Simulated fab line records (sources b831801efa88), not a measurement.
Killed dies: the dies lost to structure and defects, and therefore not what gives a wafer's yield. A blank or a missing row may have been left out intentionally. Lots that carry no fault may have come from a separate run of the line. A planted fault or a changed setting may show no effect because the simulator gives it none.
fab line records	flow sfq-line
record: lots: 7	wafers: 18	last-day: 94
route steps=325 shown M4@159 I4@163
lots with no fault: from the same line, run without faults
start-h: hours from the record's first day to the start of the lot's first wafer shown	wait-h: hours since the lot's step before	" identical to the entry in the row above	L1.1+2: one row covering several wafers at once	- no value, or no start was given	* or withheld: withheld	< > ~ a bound
route shown NAME@n: names a module that has steps shown in the file, with the first one's number in the route	usual: mean/standard deviation of fault-free wafers	same: alike in all rows	chamber/n: place in a boat	sites: the reading at each site	_std_site: how widely they spread, as a standard deviation	_edge_site: outer sites' mean less inner sites'	radius-mm: how far each site lies from the wafer's centre	mask NAME#n: copy n	behind: tool/chamber where the wafer was last shaped	hold: why the lot was held/for how many hours/how that ended	device: transistor that didn't switch, given as n, p or np	end of line: tests of these same wafers at the route's end	a step given without rows: its recipe and nothing more	killed: not the wafer's yield, but the dies lost to structure and defects at the first sort	map: shows each die of a wafer: x if killed, . if not, _ if none is there
set.NAME: the setting that was run; set.NAME@STEP: the one run at that earlier step	model.NAME: the simulator's own value behind a step, which no gauge read
lots at selected steps of the route; one table per step, one row per wafer
services: a tool's chamber out of use, with start hour (start-h, from the record's first day; less than 0 if before it), hours out, and reason
== steps ==
step: SFQ_TRILAYER_M4_BARC_OPEN_METAL_ETCH_123
recipe: mask-material: PR	chemistry: O2	target-depth-nm: 125	target: BARC	icp-w: 600	bias-w: 80	pressure-mtorr: 10	time-s: 41.7
usual: drypump-motor-current-A: 5.7/0.59	oes-product-au: 0.685/0.0043
lot.wafer	tool	chamber	start-h	wait-h	drypump-motor-current-A	oes-product-au	rf-hours-counter-h
L967.4	rie-metal-01	1	1053.03	0.0	5.6	0.684	-
L967.5	"	1	"	"	5.6	0.681	-
L967.6	"	0	"	"	5.0	0.681	-
L971.1	rie-metal-03	0	1233.68	0.0	5.0	0.689	19
L971.3	"	0	"	"	5.0	0.680	-
L971.4	"	1	"	"	6.5	0.684	-
L976.3	rie-metal-03	0	1269.07	0.0	5.0	0.687	-
L976.6	"	0	"	"	5.0	0.679	-
L978.3	rie-metal-03	1	1271.47	0.0	6.5	0.684	-
L978.4	"	0	"	"	5.1	0.684	-
L979.1	rie-metal-03	1	1272.65	0.0	6.5	0.683	48
L979.3	"	1	"	"	6.5	0.688	-
L984.4	rie-metal-01	1	1278.67	0.0	5.6	0.677	-
L984.5	"	0	"	"	5.0	0.689	-
L984.6	"	1	"	"	5.6	0.683	-
L985.3	rie-metal-04	0	1279.87	0.0	6.2	0.678	-
L985.5	"	0	"	"	6.2	0.687	-
L985.6	"	1	"	"	5.7	0.690	-
step: SFQ_TRILAYER_M4_ETCH_METAL_ETCH_096
recipe: target: Nb	stop-on: SiO2	mask-material: PR	chemistry: Cl2/Ar	target-depth-nm: 240	icp-w: 600	bias-w: 80	pressure-mtorr: 10	time-s: 120
usual: drypump-motor-current-A: 5.7/0.59	oes-product-au: 0.893/0.009
lot.wafer	tool	chamber	start-h	wait-h	drypump-motor-current-A	oes-product-au	rf-hours-counter-h
L967.4	rie-metal-01	1	1053.11	0.1	5.7	0.884	-
L967.5	"	1	"	"	5.6	0.899	-
L967.6	"	0	"	"	5.0	0.882	-
L971.1	rie-metal-03	0	1233.74	0.0	5.1	0.899	19
L971.3	"	0	"	"	5.1	0.896	-
L971.4	"	1	"	"	6.5	0.895	-
L976.3	rie-metal-03	0	1269.15	0.1	5.0	0.902	-
L976.6	"	0	"	"	5.0	0.896	-
L978.3	rie-metal-03	1	1271.55	0.1	6.5	0.896	-
L978.4	"	0	"	"	5.1	0.907	-
L979.1	rie-metal-03	1	1272.71	0.0	6.5	0.898	48
L979.3	"	1	"	"	6.5	0.908	-
L984.4	rie-metal-01	1	1278.75	0.1	5.6	0.883	-
L984.5	"	0	"	"	5.0	0.906	-
L984.6	"	1	"	"	5.6	0.885	-
L985.3	rie-metal-04	0	1279.95	0.1	6.2	0.897	-
L985.5	"	0	"	"	6.2	0.889	-
L985.6	"	1	"	"	5.7	0.888	-
step: SFQ_TRILAYER_M4_STRIP_STRIP_097
recipe: gas: O2	power-w: 200	platen-temp-c: 40	overash-fraction: 0.65	chemistry: O2	pressure-mtorr: 50
usual: drypump-motor-current-A: 5.7/0.59	oes-product-au: 1.005/0.011
lot.wafer	tool	chamber	start-h	wait-h	drypump-motor-current-A	oes-product-au	rf-hours-counter-h
L967.4	rie-metal-01	1	1053.39	0.2	5.6	1.009	-
L967.5	"	1	"	"	5.6	1.018	-
L967.6	"	0	"	"	5.0	1.001	-
L971.1	rie-metal-03	0	1233.87	0.1	5.1	0.995	20
L971.3	"	0	"	"	5.0	0.979	-
L971.4	"	1	"	"	6.5	1.009	-
L976.3	rie-metal-03	0	1269.44	0.2	5.1	0.992	-
L976.6	"	0	"	"	5.0	0.985	-
L978.3	rie-metal-03	1	1271.84	0.2	6.6	1.010	-
L978.4	"	0	"	"	5.1	0.992	-
L979.1	rie-metal-03	1	1272.84	0.1	6.5	1.012	48
L979.3	"	1	"	"	6.5	1.016	-
L984.4	rie-metal-01	1	1279.04	0.2	5.6	1.019	-
L984.5	"	0	"	"	5.0	1.001	-
L984.6	"	1	"	"	5.6	1.012	-
L985.3	rie-metal-04	0	1280.24	0.2	6.2	0.999	-
L985.5	"	0	"	"	6.1	0.994	-
L985.6	"	1	"	"	5.7	1.021	-
step: SFQ_TRILAYER_M4_STRIP_SOLV_CLEAN_098
recipe: chemistry: NMP	temp-c: 70	time-s: 600
step: SFQ_TRILAYER_I4_DEP_PECVD_099
recipe: material: SiO2	temp-c: 150	time-s: 111.11	pressure-torr: 2.4	rf-w: 183.3	precursor: SiH4/N2O	target-thk-nm: 500
step: SFQ_TRILAYER_I4_CMP_CMP_100
recipe: material: SiO2	down-force-psi: 3	platen-rpm: 60	pad-velocity-m-s: 0.94248
step: SFQ_I4_BOW_MEAS_927
recipe: mode: bow
usual: I4_BOW: 5/9.3
lot.wafer	tool	chamber	start-h	wait-h	I4_BOW[um]
L967.4	film-metro-03	-	1064.32	1.6	14
L967.5	"	-	"	"	13
L967.6	"	-	"	"	17
L971.1	film-metro-01	-	1237.72	1.0	5
L971.3	"	-	"	"	-8
L971.4	"	-	"	"	4
L976.3	film-metro-01	-	1276.70	2.5	25
L976.6	"	-	"	"	20
L978.3	film-metro-04	-	1280.50	2.5	-7
L978.4	"	-	"	"	9
L979.1	film-metro-03	-	1283.46	1.0	18
L979.3	"	-	"	"	13
L984.4	film-metro-01	-	1294.72	1.6	1
L984.5	"	-	"	"	-6
L984.6	"	-	"	"	-12
L985.3	film-metro-03	-	1297.70	1.5	8
L985.5	"	-	"	"	6
L985.6	"	-	"	"	3
step: SFQ_TRILAYER_I4_METRO_MEASURE_101
usual: thk-nm: 199.3/1.2
lot.wafer	tool	chamber	start-h	wait-h	thk-nm
L967.4	film-metro-03	-	1064.98	0.6	197.2
L967.5	"	-	"	"	197.0
L967.6	"	-	"	"	198.4
L971.1	film-metro-01	-	1237.84	0.1	199.7
L971.3	"	-	"	"	198.8
L971.4	"	-	"	"	200.6
L976.3	film-metro-01	-	1277.18	0.5	199.5
L976.6	"	-	"	"	199.2
L978.3	film-metro-04	-	1280.98	0.5	198.1
L978.4	"	-	"	"	199.4
L979.1	film-metro-03	-	1283.58	0.1	198.7
L979.3	"	-	"	"	200.6
L984.4	film-metro-01	-	1295.38	0.6	201.2
L984.5	"	-	"	"	200.9
L984.6	"	-	"	"	198.8
L985.3	film-metro-03	-	1298.18	0.5	199.5
L985.5	"	-	"	"	199.2
L985.6	"	-	"	"	199.9
step: SFQ_TRILAYER_I4_VIA_LITHO_COAT_108
recipe: resist: BARC	spin-rpm: 3000	resist-thk-nm: 62
step: SFQ_TRILAYER_I4_VIA_LITHO_COAT_103
recipe: resist: KrF	spin-rpm: 3000	resist-thk-nm: 650
step: SFQ_TRILAYER_I4_VIA_LITHO_SOFTBAKE_107
recipe: temp-c: withheld	time-s: withheld	resist: KrF
step: SFQ_TRILAYER_I4_VIA_LITHO_EXPOSE_104
recipe: mask-id: I4	na: 0.6	source-shape: conventional	sigma-outer: 0.65	target-cd-nm: 700	dose-mj: 21.3
step: SFQ_TRILAYER_I4_VIA_LITHO_PEB_106
recipe: peb-temp-c: 115	peb-time-s: 60	resist: KrF
usual: heater-power-total-W: 79.15/0.069
lot.wafer	tool	chamber	start-h	wait-h	heater-power-total-W
L967.4	litho-track-02	0	1208.10	0.5	79.00
L967.5	"	0	"	"	79.25
L967.6	"	0	"	"	79.17
L971.1	litho-track-01	0	1241.97	1.0	79.19
L971.3	"	0	"	"	79.26
L971.4	"	0	"	"	79.26
L976.3	litho-track-02	0	1295.17	0.7	82.75
L976.6	"	0	"	"	82.73
L978.3	litho-track-02	0	1297.57	0.7	82.82
L978.4	"	0	"	"	79.13
L979.1	litho-track-02	0	1301.87	1.0	79.08
L979.3	"	0	"	"	82.90
L984.4	litho-track-01	0	1307.94	0.5	79.13
L984.5	"	0	"	"	79.18
L984.6	"	0	"	"	79.20
L985.3	litho-track-03	0	1309.12	0.7	79.13
L985.5	"	0	"	"	79.18
L985.6	"	0	"	"	79.20
step: SFQ_TRILAYER_I4_VIA_LITHO_DEVELOP_105
recipe: time-s: 60	resist: KrF
step: SFQ_I4_OVL_MEAS_928
usual: I4_OVL: 4/4.9
lot.wafer	tool	chamber	start-h	wait-h	I4_OVL[nm]
L967.4	overlay-02	-	1208.34	0.1	1
L967.5	"	-	"	"	-1
L967.6	"	-	"	"	7
L971.1	overlay-01	-	1242.27	0.1	5
L971.3	"	-	"	"	3
L971.4	"	-	"	"	-1
L976.3	overlay-01	-	1295.43	0.1	6
L976.6	"	-	"	"	6
L978.3	overlay-01	-	1297.83	0.1	4
L978.4	"	-	"	"	8
L979.1	overlay-02	-	1302.17	0.1	2
L979.3	"	-	"	"	-4
L984.4	overlay-02	-	1308.18	0.1	7
L984.5	"	-	"	"	13
L984.6	"	-	"	"	11
L985.3	overlay-02	-	1309.38	0.1	6
L985.5	"	-	"	"	7
L985.6	"	-	"	"	6
step: SFQ_TRILAYER_I4_VIA_BARC_OPEN_VIA_ETCH_146
recipe: mask-material: PR	chemistry: O2	target-depth-nm: 125	target: BARC	source-w: 500	bias-w: 80	pressure-mtorr: 30	time-s: 41.7
usual: drypump-motor-current-A: 5.8/0.37	oes-product-au: 0.685/0.0043
lot.wafer	tool	chamber	start-h	wait-h	drypump-motor-current-A	oes-product-au	rf-hours-counter-h	model.I4.cd-nm
L967.4	rie-diel-02	1	1208.36	0.0	6.1	0.688	8	700.7
L967.5	"	0	"	"	5.5	0.685	-	701.4
L967.6	"	3	"	"	5.8	0.682	-	701.1
L971.1	rie-diel-03	2	1242.31	0.0	5.7	0.688	13	697.5
L971.3	"	0	"	"	6.2	0.687	8	700.7
L971.4	"	3	"	"	5.0	0.678	6	697.9
L976.3	rie-diel-02	2	1295.45	0.0	5.9	0.685	18	677.2
L976.6	"	3	"	"	5.9	0.689	-	676.2
L978.3	rie-diel-04	0	1297.85	0.0	5.0	0.682	4	680
L978.4	"	3	"	"	6.3	0.687	5	700
L979.1	rie-diel-04	1	1302.20	0.0	5.6	0.685	6	698
L979.3	"	0	"	"	5.0	0.692	4	680.8
L984.4	rie-diel-02	2	1308.22	0.0	5.9	0.685	-	696.8
L984.5	"	1	"	"	6.1	0.686	-	697.2
L984.6	"	3	"	"	5.9	0.691	-	698.4
L985.3	rie-diel-04	1	1309.40	0.0	5.6	0.683	6	700.2
L985.5	"	0	"	"	5.0	0.682	-	700.3
L985.6	"	1	"	"	5.6	0.678	-	699.3
step: SFQ_TRILAYER_I4_VIA_ETCH_VIA_ETCH_106
recipe: target: SiO2	stop-on: Nb	mask-material: PR	taper-deg: 20	chemistry: CHF3	target-depth-nm: 260	source-w: 500	bias-w: 80	pressure-mtorr: 30	time-s: withheld
usual: drypump-motor-current-A: 5.8/0.37	oes-product-au: 0.853/0.0053
lot.wafer	tool	chamber	start-h	wait-h	drypump-motor-current-A	oes-product-au	model.I4.cd-nm
L967.4	rie-diel-02	1	1208.40	0.0	6.1	0.855	697.8
L967.5	"	0	"	"	5.5	0.845	701.3
L967.6	"	3	"	"	5.9	0.855	702.4
L971.1	rie-diel-03	2	1242.35	0.0	5.7	0.854	701.8
L971.3	"	0	"	"	6.2	0.850	703.1
L971.4	"	3	"	"	5.0	0.850	697.3
L976.3	rie-diel-02	2	1295.49	0.0	5.8	0.854	678.9
L976.6	"	3	"	"	5.8	0.853	678
L978.3	rie-diel-04	0	1297.89	0.0	5.0	0.852	679.2
L978.4	"	3	"	"	6.3	0.847	702.7
L979.1	rie-diel-04	1	1302.24	0.0	5.6	0.847	695
L979.3	"	0	"	"	5.0	0.858	679.3
L984.4	rie-diel-02	2	1308.30	0.1	5.9	0.857	697.5
L984.5	"	1	"	"	6.1	0.858	697.1
L984.6	"	3	"	"	5.9	0.850	701.7
L985.3	rie-diel-04	1	1309.44	0.0	5.6	0.852	696.9
L985.5	"	0	"	"	5.0	0.852	698.4
L985.6	"	1	"	"	5.6	0.858	696.4
step: SFQ_TRILAYER_I4_VIA_STRIP_STRIP_107
recipe: gas: O2	power-w: 200	platen-temp-c: 40	overash-fraction: 0.65	chemistry: O2	pressure-mtorr: 50
usual: drypump-motor-current-A: 5.7/0.63	oes-product-au: 1.000/0.012
lot.wafer	tool	chamber	start-h	wait-h	drypump-motor-current-A	oes-product-au	rf-hours-counter-h
L967.4	rie-metal-03	1	1208.71	-	6.5	1.009	-
L967.5	"	0	"	"	5.1	0.981	-
L967.6	"	1	"	"	6.5	1.006	-
L971.1	rie-metal-03	0	1242.46	-	5.1	0.984	21
L971.3	"	1	"	"	6.5	1.003	-
L971.4	"	0	"	"	5.1	0.985	-
L976.3	rie-metal-01	1	1295.80	-	5.6	1.011	-
L976.6	"	0	"	"	5.0	0.983	-
L978.3	rie-metal-03	0	1298.27	-	5.1	0.982	-
L978.4	"	1	"	"	6.5	1.012	-
L979.1	rie-metal-02	1	1302.35	-	5.8	1.030	42
L979.3	"	0	"	"	6.3	0.986	-
L984.4	rie-metal-03	1	1308.62	-	6.5	1.007	-
L984.5	"	0	"	"	5.0	0.982	-
L984.6	"	1	"	"	6.6	1.014	-
L985.3	rie-metal-01	1	1309.75	-	5.6	1.008	-
L985.5	"	0	"	"	5.0	0.993	-
L985.6	"	1	"	"	5.6	1.008	-
== services ==
tool	chamber	start-h	hours	kind
rie-metal-03	-	1043.04	0.2	repair
film-metro-01	-	1047.55	15.2	repair
rie-diel-02	2	1073.20	3.2	repair
film-metro-03	-	1073.28	3.8	pm
film-metro-03	-	1078.66	1.7	repair
rie-diel-02	0	1085.11	15.2	repair
film-metro-01	-	1088.75	5.7	pm
rie-diel-02	-	1098.78	0.1	repair
rie-metal-04	-	1108.18	0.5	repair
rie-diel-02	-	1109.30	15.6	pm
rie-diel-02	-	1130.95	1.0	repair
film-metro-01	-	1131.25	0.7	pm
film-metro-03	-	1138.25	0.8	pm
rie-metal-04	-	1155.35	0.1	repair
rie-diel-04	3	1168.19	13.5	repair
film-metro-03	-	1182.77	0.3	pm
rie-metal-04	-	1210.46	2.8	pm
rie-metal-04	0	1214.48	5.4	repair
rie-diel-04	-	1218.44	14.6	pm
rie-metal-03	-	1225.46	0.5	repair
rie-metal-03	-	1245.04	0.3	repair
rie-metal-03	0	1274.25	9.2	repair
rie-diel-02	0	1277.41	40.2	repair
rie-metal-04	-	1292.35	6.3	repair
== key ==
first-sign: step: SFQ_TRILAYER_I4_VIA_LITHO_PEB_106	reading: heater-power-total-W	direction: up	sigmas: 53	usual: 79.15	struck: 82.80
effect none on later readings
model-effect: step: SFQ_TRILAYER_I4_VIA_BARC_OPEN_VIA_ETCH_146	value: I4.cd-nm	without: 698.7	struck: 678.6
model-effect: step: SFQ_TRILAYER_I4_VIA_ETCH_VIA_ETCH_106	value: I4.cd-nm	without: 699	struck: 678.9
met-at SFQ_TRILAYER_I4_VIA_LITHO_PEB_106
struck-wafers L976.3,L976.6,L978.3,L979.3
onset-between 1208.10 1295.17
fault: kind: process-parameter-drift	tool: litho-track-02	chamber: -	onset-h: 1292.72	steps: SFQ_TRILAYER_I4_VIA_LITHO_PEB_106	channel: peb-time-s	offset: *	shape: step	end-h: 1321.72	scope: struck-wafers-only	acts-in: *	stated: *
